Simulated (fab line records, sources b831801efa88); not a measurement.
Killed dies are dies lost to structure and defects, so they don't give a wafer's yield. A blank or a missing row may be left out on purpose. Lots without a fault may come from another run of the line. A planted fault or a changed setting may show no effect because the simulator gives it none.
fab line records | flow sky130
record lots=5 wafers=15 last_day=48
route steps=708 shown LDD_N@242 LDD_P@255 LDD_HVN@267 LDD_HVP@278
lots that met no fault: from a run of the same line without faults
start_h: hours from the record's first day to the start of the lot's first wafer shown | wait_h: hours since the lot's step before | " the same as in the row above | L1.1+2: a row that stands for several wafers | - no value, or no start given | * or withheld: withheld | < > ~ a bound
route shown NAME@n: a module of which the file shows steps, and the number in the route of the first | usual: mean/standard deviation of fault-free wafers | same: alike in all rows | chamber/n: place in a boat | sites: the reading at each site | _std_site: their standard deviation | _edge_site: outer sites' mean less inner sites' | radius_mm: how far each site lies from the wafer's centre | mask NAME#n: copy n | behind: the tool/chamber that last shaped the wafer | hold: why the lot was held/for how many hours/how that ended | device: the transistor (n, p or np) that didn't switch | end of line: the same wafers' tests at the end of the route | a step without rows: its recipe alone | killed: dies lost to structure and defects at the first sort, not the wafer's yield | map: a wafer's dies, x killed, . not, _ none there
set.NAME: the setting as run; set.NAME@STEP: as run at that earlier step | model.NAME: the simulator's own value behind a step, which no gauge read
lots at some steps of the route; a table a step, a row a wafer
services: from which hour (start_h, from the record's first day; less than 0 if before it) a tool's chamber was out of use, for how many hours, and why
## steps
# step SKY_LDD_N_PEB_05
# recipe temp_c=withheld time_s=* resist=NOVOLAK
# usual chill_plate_temp_C=*
# columns lot.wafer tool chamber start_h wait_h chill_plate_temp_C
L077.2 litho_track-01 0 - - *
L077.3 " 0 " " *
L077.4 " 0 " " *
L081.2 litho_track-03 0 - - *
L081.4 " 0 " " *
L081.5 " 0 " " *
L085.2 litho_track-02 0 - - *
L085.3 " 0 " " *
L085.5 " 0 " " *
L087.1 litho_track-01 0 - - *
L087.3 " 0 " " *
L087.5 " 0 " " *
L088.1 litho_track-02 0 - - *
L088.2 " 0 " " *
L088.5 " 0 " " *
# step SKY_LDD_N_DEVELOP_06
# recipe develop_time_s=60 dev_temp_c=23
# usual chill_plate_temp_C=22.99/0.1
# columns lot.wafer tool chamber start_h wait_h chill_plate_temp_C
L077.2 litho_track-01 0 423.32 0.1 22.94
L077.3 " 0 " " 22.80
L077.4 " 0 " " 23.11
L081.2 litho_track-03 0 469.52 0.1 22.93
L081.4 " 0 " " 22.98
L081.5 " 0 " " 22.95
L085.2 litho_track-02 0 502.99 0.1 23.06
L085.3 " 0 " " 23.07
L085.5 " 0 " " 23.24
L087.1 litho_track-01 0 525.35 0.1 22.90
L087.3 " 0 " " 22.95
L087.5 " 0 " " 23.10
L088.1 litho_track-02 0 525.61 0.1 23.01
L088.2 " 0 " " 22.97
L088.5 " 0 " " 23.12
# step SKY_LDD_N_OVL_MEAS_07
# usual LDD_N_OVL=-0.7/1.4
# columns lot.wafer tool chamber start_h wait_h LDD_N_OVL[nm]
L077.2 overlay-01 - 423.45 0.1 -1.6
L077.3 " - " " -1.7
L077.4 " - " " -2.3
L081.2 overlay-01 - 469.65 0.1 0.3
L081.4 " - " " 0.5
L081.5 " - " " -0.6
L085.2 overlay-02 - 503.12 0.1 -0.5
L085.3 " - " " -0.5
L085.5 " - " " -0.2
L087.1 overlay-02 - 525.50 0.1 -1.9
L087.3 " - " " -3.3
L087.5 " - " " -3.5
L088.1 overlay-02 - 525.76 0.1 -0.8
L088.2 " - " " 1.8
L088.5 " - " " 2.0
# step SKY_LDD_N_IMPLANT_08
# recipe species=As energy_kev=20 dose_cm2=7.5e+13 tilt_deg=withheld rotation_deg=23
# columns lot.wafer tool chamber start_h wait_h
L077.2+3+4 implanter-01 0 423.51 0.0
L081.2+4+5 implanter-04 0 469.71 0.0
L085.2+3+5 implanter-04 0 503.17 0.0
L087.1+3+5 implanter-04 0 525.53 0.0
L088.1+2+5 implanter-01 0 525.80 0.0
# step SKY_LDD_N_IMPLANT_09
# recipe species=As energy_kev=20 dose_cm2=7.5e+13 tilt_deg=withheld rotation_deg=113
# columns lot.wafer tool chamber start_h wait_h
L077.2+3+4 implanter-01 0 426.95 3.4
L081.2+4+5 implanter-04 0 469.86 0.1
L085.2+3+5 implanter-04 0 503.32 0.1
L087.1+3+5 implanter-04 0 525.68 0.1
L088.1+2+5 implanter-01 0 525.95 0.1
# step SKY_LDD_N_IMPLANT_10
# recipe species=As energy_kev=20 dose_cm2=7.5e+13 tilt_deg=withheld rotation_deg=203
# columns lot.wafer tool chamber start_h wait_h
L077.2+3+4 implanter-01 0 427.10 0.1
L081.2+4+5 implanter-04 0 470.01 0.1
L085.2+3+5 implanter-04 0 503.47 0.1
L087.1+3+5 implanter-04 0 525.83 0.1
L088.1+2+5 implanter-01 0 526.10 0.1
# step SKY_LDD_N_IMPLANT_11
# recipe species=As energy_kev=20 dose_cm2=7.5e+13 tilt_deg=withheld rotation_deg=293
# columns lot.wafer tool chamber start_h wait_h
L077.2+3+4 implanter-01 0 427.25 0.1
L081.2+4+5 implanter-04 0 470.16 0.1
L085.2+3+5 implanter-04 0 503.62 0.1
L087.1+3+5 implanter-04 0 525.98 0.1
L088.1+2+5 implanter-01 0 526.25 0.1
# step SKY_LDD_N_IMPLANT_12
# recipe species=BF2 energy_kev=50 dose_cm2=5e+12 tilt_deg=30 rotation_deg=0
# columns lot.wafer tool chamber start_h wait_h
L077.2+3+4 implanter-01 0 427.40 0.1
L081.2+4+5 implanter-04 0 470.31 0.1
L085.2+3+5 implanter-04 0 503.77 0.1
L087.1+3+5 implanter-04 0 526.13 0.1
L088.1+2+5 implanter-01 0 526.40 0.1
# step SKY_LDD_N_IMPLANT_13
# recipe species=BF2 energy_kev=50 dose_cm2=5e+12 tilt_deg=30 rotation_deg=90
# columns lot.wafer tool chamber start_h wait_h
L077.2+3+4 implanter-01 0 427.55 0.1
L081.2+4+5 implanter-04 0 470.46 0.1
L085.2+3+5 implanter-04 0 503.92 0.1
L087.1+3+5 implanter-04 0 526.28 0.1
L088.1+2+5 implanter-01 0 526.55 0.1
# step SKY_LDD_N_IMPLANT_14
# recipe species=BF2 energy_kev=50 dose_cm2=5e+12 tilt_deg=30 rotation_deg=180
# columns lot.wafer tool chamber start_h wait_h
L077.2+3+4 implanter-01 0 427.70 0.1
L081.2+4+5 implanter-04 0 470.61 0.1
L085.2+3+5 implanter-04 0 504.07 0.1
L087.1+3+5 implanter-04 0 526.43 0.1
L088.1+2+5 implanter-01 0 526.70 0.1
# step SKY_LDD_N_IMPLANT_15
# recipe species=BF2 energy_kev=49.36 dose_cm2=5e+12 tilt_deg=30 rotation_deg=270
# columns lot.wafer tool chamber start_h wait_h
L077.2+3+4 implanter-01 0 427.85 0.1
L081.2+4+5 implanter-04 0 470.76 0.1
L085.2+3+5 implanter-04 0 504.22 0.1
L087.1+3+5 implanter-04 0 526.58 0.1
L088.1+2+5 implanter-01 0 526.85 0.1
# step SKY_LDD_N_STRIP_16
# recipe chemistry=O2/N2 power_w=1400 pressure_mtorr=1500 platen_temp_c=withheld o2_flow_sccm=3000 n2_flow_sccm=300 overash_fraction=0.5
# usual drypump_motor_current_A=6.0/0.46 oes_product_au=0.406/0.0045 strip_time_to_endpoint_s=4.313/0.016
# columns lot.wafer tool chamber start_h wait_h drypump_motor_current_A oes_product_au rf_hours_counter_h strip_time_to_endpoint_s
L077.2 plasma_asher-01 1 428.04 0.2 5.9 0.407 32 4.297
L077.3 " 1 " " 5.9 0.399 - 4.307
L077.4 " 0 " " 6.7 0.402 - 4.312
L081.2 plasma_asher-01 1 470.88 0.1 5.9 0.410 37 4.329
L081.4 " 1 " " 5.9 0.410 - 4.355
L081.5 " 0 " " 6.7 0.404 - 4.331
L085.2 plasma_asher-04 0 504.35 0.1 5.4 0.403 65 4.306
L085.3 " 1 " " 6.3 0.404 - 4.334
L085.5 " 0 " " 5.4 0.405 - 4.351
L087.1 plasma_asher-01 1 526.73 0.1 5.9 0.404 42 4.339
L087.3 " 0 " " 6.7 0.395 - 4.322
L087.5 " 1 " " 5.9 0.411 - 4.337
L088.1 plasma_asher-01 1 527.00 0.1 5.9 0.404 42 4.303
L088.2 " 0 " " 6.7 0.401 42 4.294
L088.5 " 0 " " 6.7 0.407 - 4.330
# step SKY_LDD_N_TW_MEAS_17
# usual LDD_N_TW=2597/17
# columns lot.wafer tool chamber start_h wait_h LDD_N_TW
L077.2 film_metro-01 - 428.15 0.1 2598
L077.3 " - " " 2594
L077.4 " - " " 2590
L081.2 film_metro-03 - 470.99 0.1 2613
L081.4 " - " " 2595
L081.5 " - " " 2608
L085.2 film_metro-03 - 504.46 0.1 2584
L085.3 " - " " 2586
L085.5 " - " " 2577
L087.1 film_metro-03 - 526.83 0.1 2594
L087.3 " - " " 2589
L087.5 " - " " 2592
L088.1 film_metro-03 - 527.10 0.1 2573
L088.2 " - " " 2582
L088.5 " - " " 2597
# step SKY_LDD_P_DEHYDRATE_00
# recipe temp_c=200 time_s=60
# usual chill_plate_temp_C=23.00/0.11
# columns lot.wafer tool chamber start_h wait_h chill_plate_temp_C
L077.2 litho_track-02 0 443.14 15.0 23.07
L077.3 " 0 " " 22.92
L077.4 " 0 " " 23.08
L081.2 litho_track-02 0 485.59 14.6 22.97
L081.4 " 0 " " 22.90
L081.5 " 0 " " 23.03
L085.2 litho_track-03 0 518.87 14.4 22.92
L085.3 " 0 " " 23.11
L085.5 " 0 " " 22.86
L087.1 litho_track-03 0 541.45 14.6 22.91
L087.3 " 0 " " 22.87
L087.5 " 0 " " 23.01
L088.1 litho_track-02 0 541.96 14.9 23.12
L088.2 " 0 " " 22.97
L088.5 " 0 " " 23.18
# step SKY_LDD_P_HMDS_01
# recipe prime_time_s=60 prime_temp_c=120
# usual chill_plate_temp_C=23.01/0.11
# columns lot.wafer tool chamber start_h wait_h chill_plate_temp_C
L077.2 litho_track-02 0 443.29 0.1 23.00
L077.3 " 0 " " 23.11
L077.4 " 0 " " 22.95
L081.2 litho_track-02 0 485.74 0.1 23.08
L081.4 " 0 " " 22.89
L081.5 " 0 " " 23.00
L085.2 litho_track-03 0 519.02 0.1 22.89
L085.3 " 0 " " 23.03
L085.5 " 0 " " 22.87
L087.1 litho_track-03 0 541.60 0.1 23.22
L087.3 " 0 " " 23.20
L087.5 " 0 " " 23.11
L088.1 litho_track-02 0 542.11 0.1 23.05
L088.2 " 0 " " 22.97
L088.5 " 0 " " 22.84
# step SKY_LDD_P_COAT_02
# recipe resist=NOVOLAK spin_rpm=3000 resist_thk_nm=1140
# usual chill_plate_temp_C=22.99/0.12 dispense_pressure_kPa=52.6/1.7 spin_speed_rpm=3000.2/1.8
# columns lot.wafer tool chamber start_h wait_h chill_plate_temp_C dispense_pressure_kPa spin_speed_rpm
L077.2 litho_track-02 0 443.44 0.1 22.81 53.4 2997.3
L077.3 " 0 " " 22.97 53.4 2998.9
L077.4 " 0 " " 23.06 53.5 3003.1
L081.2 litho_track-02 0 485.89 0.1 23.21 53.5 2999.3
L081.4 " 0 " " 23.17 53.4 3002.8
L081.5 " 0 " " 23.13 53.5 3000.4
L085.2 litho_track-03 0 519.17 0.1 23.08 50.0 2997.8
L085.3 " 0 " " 23.15 50.0 3000.0
L085.5 " 0 " " 22.90 50.0 2999.5
L087.1 litho_track-03 0 541.75 0.1 22.98 50.0 3001.0
L087.3 " 0 " " 22.92 50.0 3002.5
L087.5 " 0 " " 22.98 50.0 2999.0
L088.1 litho_track-02 0 542.26 0.1 23.02 53.5 2999.3
L088.2 " 0 " " 23.12 53.5 2999.3
L088.5 " 0 " " 22.98 53.5 2998.5
# step SKY_LDD_P_SOFTBAKE_03
# recipe temp_c=90 time_s=60 resist=NOVOLAK
# usual chill_plate_temp_C=23.00/0.097
# columns lot.wafer tool chamber start_h wait_h chill_plate_temp_C
L077.2 litho_track-02 0 443.59 0.1 22.97
L077.3 " 0 " " 22.80
L077.4 " 0 " " 23.16
L081.2 litho_track-02 0 486.04 0.1 23.13
L081.4 " 0 " " 22.95
L081.5 " 0 " " 23.04
L085.2 litho_track-03 0 519.32 0.1 23.17
L085.3 " 0 " " 23.03
L085.5 " 0 " " 22.92
L087.1 litho_track-03 0 541.90 0.1 22.97
L087.3 " 0 " " 23.01
L087.5 " 0 " " 23.02
L088.1 litho_track-02 0 542.41 0.1 22.95
L088.2 " 0 " " 22.95
L088.5 " 0 " " 22.91
# step SKY_LDD_P_EXPOSE_04
# recipe mask_id=PSDM na=0.6 source_shape=conventional sigma_outer=0.6 polarization=unpolarized target_cd_nm=380 dose_mj=138
# usual exposure_dose_mJ_cm2=137.97/0.14
# columns lot.wafer tool chamber start_h wait_h mask exposure_dose_mJ_cm2
L077.2 iline_stepper-01 0 - - PSDM#0 137.87
L077.3 " 0 " " PSDM#0 137.99
L077.4 " 0 " " PSDM#0 137.70
L081.2 iline_stepper-02 0 - - PSDM#0 138.07
L081.4 " 0 " " PSDM#0 137.99
L081.5 " 0 " " PSDM#0 137.91
L085.2 iline_stepper-02 0 - - PSDM#0 137.71
L085.3 " 0 " " PSDM#0 137.88
L085.5 " 0 " " PSDM#0 137.64
L087.1 iline_stepper-01 0 - - PSDM#0 138.03
L087.3 " 0 " " PSDM#0 138.13
L087.5 " 0 " " PSDM#0 137.96
L088.1 iline_stepper-02 0 - - PSDM#0 138.03
L088.2 " 0 " " PSDM#0 138.13
L088.5 " 0 " " PSDM#0 138.09
# step SKY_LDD_P_PEB_05
# recipe temp_c=withheld time_s=* resist=NOVOLAK
# usual chill_plate_temp_C=*
# columns lot.wafer tool chamber start_h wait_h chill_plate_temp_C
L077.2 litho_track-03 0 - - *
L077.3 " 0 " " *
L077.4 " 0 " " *
L081.2 litho_track-02 0 - - *
L081.4 " 0 " " *
L081.5 " 0 " " *
L085.2 litho_track-02 0 - - *
L085.3 " 0 " " *
L085.5 " 0 " " *
L087.1 litho_track-04 0 - - *
L087.3 " 0 " " *
L087.5 " 0 " " *
L088.1 litho_track-03 0 - - *
L088.2 " 0 " " *
L088.5 " 0 " " *
# step SKY_LDD_P_DEVELOP_06
# recipe resist=NOVOLAK developer=TMAH develop_time_s=60 dev_temp_c=23
# usual chill_plate_temp_C=23.01/0.11
# columns lot.wafer tool chamber start_h wait_h chill_plate_temp_C
L077.2 litho_track-03 0 458.62 0.1 23.17
L077.3 " 0 " " 23.26
L077.4 " 0 " " 23.04
L081.2 litho_track-02 0 500.49 0.1 23.02
L081.4 " 0 " " 22.92
L081.5 " 0 " " 22.98
L085.2 litho_track-02 0 534.29 0.1 22.92
L085.3 " 0 " " 23.06
L085.5 " 0 " " 23.12
L087.1 litho_track-04 0 556.29 0.1 23.07
L087.3 " 0 " " 23.09
L087.5 " 0 " " 23.10
L088.1 litho_track-03 0 556.90 0.1 23.01
L088.2 " 0 " " 23.09
L088.5 " 0 " " 23.14
# step SKY_LDD_P_CD_MEAS_07
# recipe target_cd_nm=380
# usual cd_nm=379.9/2.6
# columns lot.wafer tool chamber start_h wait_h cd_nm
L077.2 cd_sem-01 - 458.77 0.1 376.2
L077.3 " - " " 375.8
L077.4 " - " " 378.6
L081.2 cd_sem-01 - 500.63 0.1 379.4
L081.4 " - " " 380.6
L081.5 " - " " 380.7
L085.2 cd_sem-01 - 534.43 0.1 378.5
L085.3 " - " " 377.5
L085.5 " - " " 378.4
L087.1 cd_sem-01 - 556.44 0.1 382.8
L087.3 " - " " 378.7
L087.5 " - " " 381.4
L088.1 cd_sem-01 - 557.05 0.1 379.0
L088.2 " - " " 382.0
L088.5 " - " " 380.8
# step SKY_LDD_P_OVL_MEAS_08
# usual LDD_P_OVL=1.3/1.5
# columns lot.wafer tool chamber start_h wait_h LDD_P_OVL[nm]
L077.2 overlay-01 - 458.87 0.1 -1.9
L077.3 " - " " 0.7
L077.4 " - " " -0.7
L081.2 overlay-02 - 500.74 0.1 3.5
L081.4 " - " " 2.2
L081.5 " - " " 2.8
L085.2 overlay-01 - 534.54 0.1 1.8
L085.3 " - " " -0.3
L085.5 " - " " 0.5
L087.1 overlay-02 - 556.56 0.1 3.5
L087.3 " - " " 1.5
L087.5 " - " " 1.6
L088.1 overlay-02 - 557.17 0.1 3.7
L088.2 " - " " 2.7
L088.5 " - " " 3.4
# step SKY_LDD_P_IMPLANT_09
# recipe species=BF2 energy_kev=25 dose_cm2=1e+13 tilt_deg=withheld
# columns lot.wafer tool chamber start_h wait_h
L077.2+3+4 implanter-04 0 458.93 0.0
L081.2+4+5 implanter-01 0 500.79 0.0
L085.2+3+5 implanter-03 0 534.59 0.0
L087.1+3+5 implanter-03 0 556.60 0.0
L088.1+2+5 implanter-03 0 557.20 0.0
# step SKY_LDD_P_STRIP_10
# recipe chemistry=O2/N2 power_w=1400 pressure_mtorr=1500 platen_temp_c=withheld o2_flow_sccm=3000 n2_flow_sccm=300 overash_fraction=0.5
# usual drypump_motor_current_A=5.9/0.37 oes_product_au=0.715/0.0047 strip_time_to_endpoint_s=14.18/0.035
# columns lot.wafer tool chamber start_h wait_h drypump_motor_current_A oes_product_au rf_hours_counter_h strip_time_to_endpoint_s
L077.2 plasma_asher-04 0 459.05 0.1 5.4 0.719 61 14.17
L077.3 " 0 " " 5.4 0.711 - 14.14
L077.4 " 1 " " 6.3 0.716 - 14.14
L081.2 plasma_asher-03 1 500.92 0.1 6.1 0.708 77 14.17
L081.4 " 1 " " 6.1 0.721 - 14.21
L081.5 " 0 " " 5.6 0.714 - 14.21
L085.2 plasma_asher-04 1 534.72 0.1 6.3 0.719 68 14.20
L085.3 " 1 " " 6.3 0.715 - 14.14
L085.5 " 0 " " 5.4 0.712 - 14.16
L087.1 plasma_asher-02 1 556.75 0.1 5.6 0.721 13 14.15
L087.3 " 0 " " 6.1 0.712 - 14.16
L087.5 " 0 " " 6.1 0.722 - 14.14
L088.1 plasma_asher-04 1 557.35 0.1 6.3 0.713 71 14.19
L088.2 " 0 " " 5.4 0.721 71 14.13
L088.5 " 0 " " 5.5 0.714 - 14.18
# step SKY_LDD_P_TW_MEAS_11
# usual LDD_P_TW=639/4.2
# columns lot.wafer tool chamber start_h wait_h LDD_P_TW
L077.2 film_metro-03 - 459.16 0.1 640
L077.3 " - " " 640
L077.4 " - " " 642
L081.2 film_metro-03 - 501.03 0.1 644
L081.4 " - " " 649
L081.5 " - " " 642
L085.2 film_metro-02 - 534.83 0.1 642
L085.3 " - " " 640
L085.5 " - " " 642
L087.1 film_metro-04 - 556.85 0.1 640
L087.3 " - " " 642
L087.5 " - " " 641
L088.1 film_metro-03 - 557.45 0.1 641
L088.2 " - " " 639
L088.5 " - " " 637
# step SKY_LDD_HVN_DEHYDRATE_00
# recipe temp_c=200 time_s=60
# usual chill_plate_temp_C=23.00/0.1
# columns lot.wafer tool chamber start_h wait_h chill_plate_temp_C
L077.2 litho_track-01 0 473.42 14.2 23.12
L077.3 " 0 " " 23.08
L077.4 " 0 " " 23.15
L081.2 litho_track-01 0 515.97 14.9 23.12
L081.4 " 0 " " 22.95
L081.5 " 0 " " 23.06
L085.2 litho_track-01 0 549.32 14.5 23.02
L085.3 " 0 " " 23.20
L085.5 " 0 " " 23.07
L087.1 litho_track-02 0 570.76 13.9 23.13
L087.3 " 0 " " 23.06
L087.5 " 0 " " 22.93
L088.1 litho_track-02 0 571.66 14.2 22.91
L088.2 " 0 " " 22.94
L088.5 " 0 " " 22.88
# step SKY_LDD_HVN_HMDS_01
# recipe prime_time_s=60 prime_temp_c=120
# usual chill_plate_temp_C=23.01/0.095
# columns lot.wafer tool chamber start_h wait_h chill_plate_temp_C
L077.2 litho_track-01 0 473.57 0.1 22.76
L077.3 " 0 " " 22.97
L077.4 " 0 " " 22.99
L081.2 litho_track-01 0 516.12 0.1 22.97
L081.4 " 0 " " 22.99
L081.5 " 0 " " 22.92
L085.2 litho_track-01 0 549.47 0.1 22.90
L085.3 " 0 " " 22.88
L085.5 " 0 " " 22.88
L087.1 litho_track-02 0 570.91 0.1 23.05
L087.3 " 0 " " 23.03
L087.5 " 0 " " 23.08
L088.1 litho_track-02 0 571.81 0.1 22.90
L088.2 " 0 " " 23.00
L088.5 " 0 " " 23.02
# step SKY_LDD_HVN_COAT_02
# recipe resist=NOVOLAK spin_rpm=3000 resist_thk_nm=300
# usual chill_plate_temp_C=23.01/0.12 dispense_pressure_kPa=52.5/1.6 spin_speed_rpm=2999.8/1.8
# columns lot.wafer tool chamber start_h wait_h chill_plate_temp_C dispense_pressure_kPa spin_speed_rpm
L077.2 litho_track-01 0 473.72 0.1 23.05 50.5 3002.7
L077.3 " 0 " " 23.09 50.5 3002.2
L077.4 " 0 " " 23.05 50.5 2998.5
L081.2 litho_track-01 0 516.27 0.1 23.16 50.5 3004.5
L081.4 " 0 " " 23.13 50.4 3001.8
L081.5 " 0 " " 23.14 50.5 2998.1
L085.2 litho_track-01 0 549.62 0.1 23.00 50.5 3001.5
L085.3 " 0 " " 23.05 50.4 3002.5
L085.5 " 0 " " 22.99 50.4 3001.4
L087.1 litho_track-02 0 571.06 0.1 22.83 53.5 3001.1
L087.3 " 0 " " 22.92 53.4 3001.7
L087.5 " 0 " " 22.94 53.5 2999.9
L088.1 litho_track-02 0 571.96 0.1 23.17 53.5 2999.3
L088.2 " 0 " " 23.09 53.5 3001.2
L088.5 " 0 " " 22.76 53.5 3000.7
# step SKY_LDD_HVN_SOFTBAKE_03
# recipe temp_c=90.69 time_s=60 resist=NOVOLAK
# usual chill_plate_temp_C=23.03/0.11
# columns lot.wafer tool chamber start_h wait_h chill_plate_temp_C
L077.2 litho_track-01 0 473.87 0.1 22.95
L077.3 " 0 " " 22.94
L077.4 " 0 " " 23.11
L081.2 litho_track-01 0 516.42 0.1 23.27
L081.4 " 0 " " 23.11
L081.5 " 0 " " 23.06
L085.2 litho_track-01 0 549.77 0.1 23.03
L085.3 " 0 " " 23.22
L085.5 " 0 " " 23.00
L087.1 litho_track-02 0 571.21 0.1 23.08
L087.3 " 0 " " 23.08
L087.5 " 0 " " 22.96
L088.1 litho_track-02 0 572.11 0.1 23.02
L088.2 " 0 " " 23.05
L088.5 " 0 " " 22.98
# step SKY_LDD_HVN_EXPOSE_04
# recipe mask_id=HVNTM na=0.6 source_shape=conventional sigma_outer=0.6 polarization=unpolarized target_cd_nm=700 dose_mj=127
# usual exposure_dose_mJ_cm2=127.00/0.13
# columns lot.wafer tool chamber start_h wait_h mask exposure_dose_mJ_cm2
L077.2 iline_stepper-02 0 - - HVNTM#0 127.16
L077.3 " 0 " " HVNTM#0 127.11
L077.4 " 0 " " HVNTM#0 127.10
L081.2 iline_stepper-01 0 - - HVNTM#0 126.73
L081.4 " 0 " " HVNTM#0 126.90
L081.5 " 0 " " HVNTM#0 126.81
L085.2 iline_stepper-02 0 - - HVNTM#0 127.11
L085.3 " 0 " " HVNTM#0 126.98
L085.5 " 0 " " HVNTM#0 126.90
L087.1 iline_stepper-02 0 - - HVNTM#0 126.99
L087.3 " 0 " " HVNTM#0 126.89
L087.5 " 0 " " HVNTM#0 126.75
L088.1 iline_stepper-02 0 - - HVNTM#0 127.00
L088.2 " 0 " " HVNTM#0 127.06
L088.5 " 0 " " HVNTM#0 127.20
# step SKY_LDD_HVN_PEB_05
# recipe temp_c=withheld time_s=* resist=NOVOLAK
# usual chill_plate_temp_C=*
# columns lot.wafer tool chamber start_h wait_h chill_plate_temp_C
L077.2 litho_track-01 0 - - *
L077.3 " 0 " " *
L077.4 " 0 " " *
L081.2 litho_track-02 0 - - *
L081.4 " 0 " " *
L081.5 " 0 " " *
L085.2 litho_track-01 0 - - *
L085.3 " 0 " " *
L085.5 " 0 " " *
L087.1 litho_track-04 0 - - *
L087.3 " 0 " " *
L087.5 " 0 " " *
L088.1 litho_track-01 0 - - *
L088.2 " 0 " " *
L088.5 " 0 " " *
# step SKY_LDD_HVN_DEVELOP_06
# recipe resist=NOVOLAK developer=TMAH develop_time_s=60 dev_temp_c=23
# usual chill_plate_temp_C=22.98/0.1
# columns lot.wafer tool chamber start_h wait_h chill_plate_temp_C
L077.2 litho_track-01 0 489.77 0.1 23.22
L077.3 " 0 " " 22.96
L077.4 " 0 " " 23.19
L081.2 litho_track-02 0 531.09 0.1 22.87
L081.4 " 0 " " 22.83
L081.5 " 0 " " 23.02
L085.2 litho_track-01 0 564.02 0.1 22.90
L085.3 " 0 " " 23.05
L085.5 " 0 " " 23.13
L087.1 litho_track-04 0 585.69 0.1 23.11
L087.3 " 0 " " 22.80
L087.5 " 0 " " 22.93
L088.1 litho_track-01 0 586.20 0.1 22.92
L088.2 " 0 " " 22.94
L088.5 " 0 " " 22.92
# step SKY_LDD_HVN_OVL_MEAS_07
# usual LDD_HVN_OVL=1.6/1.1
# columns lot.wafer tool chamber start_h wait_h LDD_HVN_OVL[nm]
L077.2 overlay-01 - 489.90 0.1 0.3
L077.3 " - " " 0.7
L077.4 " - " " -0.2
L081.2 overlay-01 - 531.22 0.1 2.7
L081.4 " - " " 1.7
L081.5 " - " " 1.3
L085.2 overlay-02 - 564.15 0.1 4.8
L085.3 " - " " 4.1
L085.5 " - " " 4.4
L087.1 overlay-02 - 585.84 0.1 2.7
L087.3 " - " " 1.3
L087.5 " - " " 0.7
L088.1 overlay-01 - 586.35 0.1 1.3
L088.2 " - " " -0.1
L088.5 " - " " 0.2
# step SKY_LDD_HVN_IMPLANT_08
# recipe species=P energy_kev=60 dose_cm2=3e+13 tilt_deg=40
# columns lot.wafer tool chamber start_h wait_h
L077.2+3+4 implanter-03 0 489.96 0.0
L081.2+4+5 implanter-02 0 531.27 0.0
L085.2+3+5 implanter-02 0 564.21 0.0
L087.1+3+5 implanter-03 0 585.88 0.0
L088.1+2+5 implanter-02 0 586.38 0.0
# step SKY_LDD_HVN_STRIP_09
# recipe chemistry=O2/N2 power_w=1400 pressure_mtorr=1500 platen_temp_c=withheld o2_flow_sccm=3000 n2_flow_sccm=300 overash_fraction=0.5
# usual drypump_motor_current_A=5.9/0.41 oes_product_au=0.408/0.0045 strip_time_to_endpoint_s=4.123/0.015
# columns lot.wafer tool chamber start_h wait_h drypump_motor_current_A oes_product_au rf_hours_counter_h strip_time_to_endpoint_s
L077.2 plasma_asher-04 1 490.08 0.1 6.3 0.406 64 4.107
L077.3 " 1 " " 6.3 0.406 - 4.101
L077.4 " 0 " " 5.4 0.410 - 4.094
L081.2 plasma_asher-03 1 531.40 0.1 6.1 0.409 80 4.113
L081.4 " 0 " " 5.5 0.411 - 4.111
L081.5 " 0 " " 5.5 0.408 - 4.098
L085.2 plasma_asher-04 1 564.33 0.1 6.3 0.403 72 4.134
L085.3 " 0 " " 5.4 0.406 - 4.130
L085.5 " 1 " " 6.3 0.403 - 4.137
L087.1 plasma_asher-04 0 586.03 0.1 5.4 0.406 75 4.134
L087.3 " 1 " " 6.4 0.405 - 4.122
L087.5 " 1 " " 6.3 0.413 - 4.135
L088.1 plasma_asher-03 0 586.53 0.1 5.5 0.418 82 4.128
L088.2 " 1 " " 6.1 0.404 82 4.140
L088.5 " 1 " " 6.1 0.411 - 4.149
# step SKY_LDD_HVN_TW_MEAS_10
# usual LDD_HVN_TW=1443/7.8
# columns lot.wafer tool chamber start_h wait_h LDD_HVN_TW
L077.2 film_metro-02 - 490.19 0.1 1462
L077.3 " - " " 1451
L077.4 " - " " 1460
L081.2 film_metro-04 - 531.51 0.1 1440
L081.4 " - " " 1444
L081.5 " - " " 1434
L085.2 film_metro-04 - 564.44 0.1 1444
L085.3 " - " " 1455
L085.5 " - " " 1452
L087.1 film_metro-01 - 586.13 0.1 1443
L087.3 " - " " 1444
L087.5 " - " " 1448
L088.1 film_metro-04 - 586.63 0.1 1435
L088.2 " - " " 1442
L088.5 " - " " 1431
# step SKY_LDD_HVP_DEHYDRATE_00
# recipe temp_c=200 time_s=60
# usual chill_plate_temp_C=22.99/0.1
# columns lot.wafer tool chamber start_h wait_h chill_plate_temp_C
L077.2 litho_track-04 0 504.97 14.8 22.98
L077.3 " 0 " " 22.97
L077.4 " 0 " " 22.86
L081.2 litho_track-03 0 546.27 14.8 22.92
L081.4 " 0 " " 22.93
L081.5 " 0 " " 22.76
L085.2 litho_track-04 0 578.87 14.4 22.96
L085.3 " 0 " " 22.81
L085.5 " 0 " " 23.03
L087.1 litho_track-03 0 600.45 14.3 23.09
L087.3 " 0 " " 23.03
L087.5 " 0 " " 23.10
L088.1 litho_track-03 0 601.05 14.4 22.89
L088.2 " 0 " " 22.86
L088.5 " 0 " " 22.83
# step SKY_LDD_HVP_HMDS_01
# recipe prime_time_s=60 prime_temp_c=120
# usual chill_plate_temp_C=23.01/0.11
# columns lot.wafer tool chamber start_h wait_h chill_plate_temp_C
L077.2 litho_track-04 0 505.12 0.1 23.19
L077.3 " 0 " " 23.28
L077.4 " 0 " " 23.12
L081.2 litho_track-03 0 546.42 0.1 23.02
L081.4 " 0 " " 23.01
L081.5 " 0 " " 23.17
L085.2 litho_track-04 0 579.02 0.1 22.95
L085.3 " 0 " " 22.97
L085.5 " 0 " " 22.81
L087.1 litho_track-03 0 600.60 0.1 23.10
L087.3 " 0 " " 23.14
L087.5 " 0 " " 23.11
L088.1 litho_track-03 0 601.20 0.1 22.75
L088.2 " 0 " " 22.94
L088.5 " 0 " " 22.86
## services
# columns tool chamber start_h hours kind
implanter-04 - 408.24 2.8 pm
implanter-02 - 408.90 2.9 repair
implanter-04 - 413.03 6.6 repair
implanter-02 - 426.50 3.9 pm
plasma_asher-01 - 433.46 1.7 repair
implanter-01 - 437.80 5.6 repair
implanter-03 - 455.09 2.9 repair
plasma_asher-04 - 462.74 1.0 repair
iline_stepper-02 - 471.54 1.7 pm
iline_stepper-01 - 473.47 6.1 repair
implanter-04 - 479.66 1.4 repair
implanter-01 - 482.24 1.6 repair
implanter-01 - 484.88 1.8 repair
implanter-03 - 490.46 2.8 repair
implanter-04 - 497.57 3.5 repair
implanter-03 - 509.63 5.8 pm
implanter-01 - 512.35 1.0 repair
implanter-03 - 524.02 2.6 repair
iline_stepper-01 - 526.00 8.4 repair
iline_stepper-01 - 531.08 3.3 repair
implanter-04 - 562.75 2.4 repair
implanter-01 - 584.58 4.0 pm
implanter-03 - 590.14 1.3 repair
implanter-03 - 590.36 3.9 repair
## key
fault none
